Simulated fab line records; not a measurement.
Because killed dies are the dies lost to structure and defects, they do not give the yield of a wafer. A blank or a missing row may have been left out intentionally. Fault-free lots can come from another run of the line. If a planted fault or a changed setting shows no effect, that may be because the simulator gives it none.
Struck lot and sound lot, side by side | flow gf180mcu | 14 out of 602 route steps
Sound: the wafers L905.2, L905.3, L905.4. Wafers struck: L913.4, L913.5, L913.6. Last of all comes the cause.
At each step with rows: each side's tool, then ch and its chambers, then its first start. Under that, the readings that differ: sound wafers | struck wafers | difference of the means | sigmas: that difference in standard deviations of wafers without a fault.
alike: words and numbers the same on both sides, and readings whose means are apart by under 2 such deviations; not compared: readings that were withheld, readings missing a value for some wafer, numbers with overlapping values and no deviation given by the record, and bounds like >300 which may hide the same value.
The two part at a step that has a row with sigmas, a row that says differs or no value, or rows on one side only. Numbers that don't overlap but have no deviation are shown without sigmas and don't part them. Lack of a reading on every wafer of one side parts them only where that side has two or more wafers.

first, 1 step without rows for these wafers: GF_STI_DEVELOP_11 (develop time 60 s).
GF_STI_CD_MEAS_12: the cd target is 220 nm.
  sound: cd sem-02 at day 3 08:16; struck: cd sem-01 at day 5 01:47
  alike: cd nm
GF_STI_ETCH_13: etches the open film in CHF3/O2, stops on Si, target depth 282.31 nm, time 112.9 s.
  sound on rie diel-04 ch 1,2,3, day 3 08:22; struck on rie diel-04 ch 0,2,3, day 5 01:50
  alike: drypump motor current A, oes product au, throttle valve pct
  not compared: rf hours counter h
GF_STI_ETCH_14: etches Si in HBr/Cl2/O2, target depth 360 nm, time 102.9 s.
  sound on rie si-02 ch 0,1,2, day 3 08:27; struck on rie si-01 ch 0,1, day 5 01:55
  alike: drypump motor current A, oes product au, throttle valve pct
  not compared: rf hours counter h
GF_STI_STRIP_15: strips in O2/N2.
  sound on plasma asher-01 ch 0,1, day 3 08:31; struck on plasma asher-01 ch 0,1, day 5 02:01
  alike: drypump motor current A, heater power w, oes product au, strip time to endpoint s
  not compared: rf hours counter h
then, 6 steps without rows for these wafers: GF_STI_CLEAN_16 (cleans in dHF, time 25 s); GF_STI_WET_ETCH_17 (etches Si3N4 in H3PO4, target depth 45 nm, time 514 s); GF_STI_CLEAN_18 (cleans in SC1/SC2, time 150 s); GF_STI_CLEAN_19 (cleans in dHF, time 20 s); GF_STI_WET_ETCH_20 (etches SiO2 in dHF, target depth 20 nm, time 400 s); GF_STI_OXIDATION_21 (stabilise 600 s, purge 300 s, target thk 15 nm).
GF_STI_THK_MEAS_22:
  sound: film metro-04 at day 3 10:08; struck: film metro-04 at day 5 04:23
  alike: STI_OXIDATION_01_THK
GF_STI_CVD_23: deposits SiO2, target thk 650 nm, time 108.3 s.
  sound on hdpcvd-02 ch 1,2, day 3 10:11; struck on hdpcvd-02 ch 0,1,2, day 5 04:27
  no value came back on the struck wafers for pressure mtorr (mTorr), run length s (s); on the sound wafers pressure mtorr (mTorr) reads 5.999 6.008 6.006
then, 1 step without rows for these wafers: GF_PASSIVATION_PROBE_99.

## WHERE THEY PART
Within this record, at GF_STI_CVD_23 only.

WHY: whatever the simulator had introduced
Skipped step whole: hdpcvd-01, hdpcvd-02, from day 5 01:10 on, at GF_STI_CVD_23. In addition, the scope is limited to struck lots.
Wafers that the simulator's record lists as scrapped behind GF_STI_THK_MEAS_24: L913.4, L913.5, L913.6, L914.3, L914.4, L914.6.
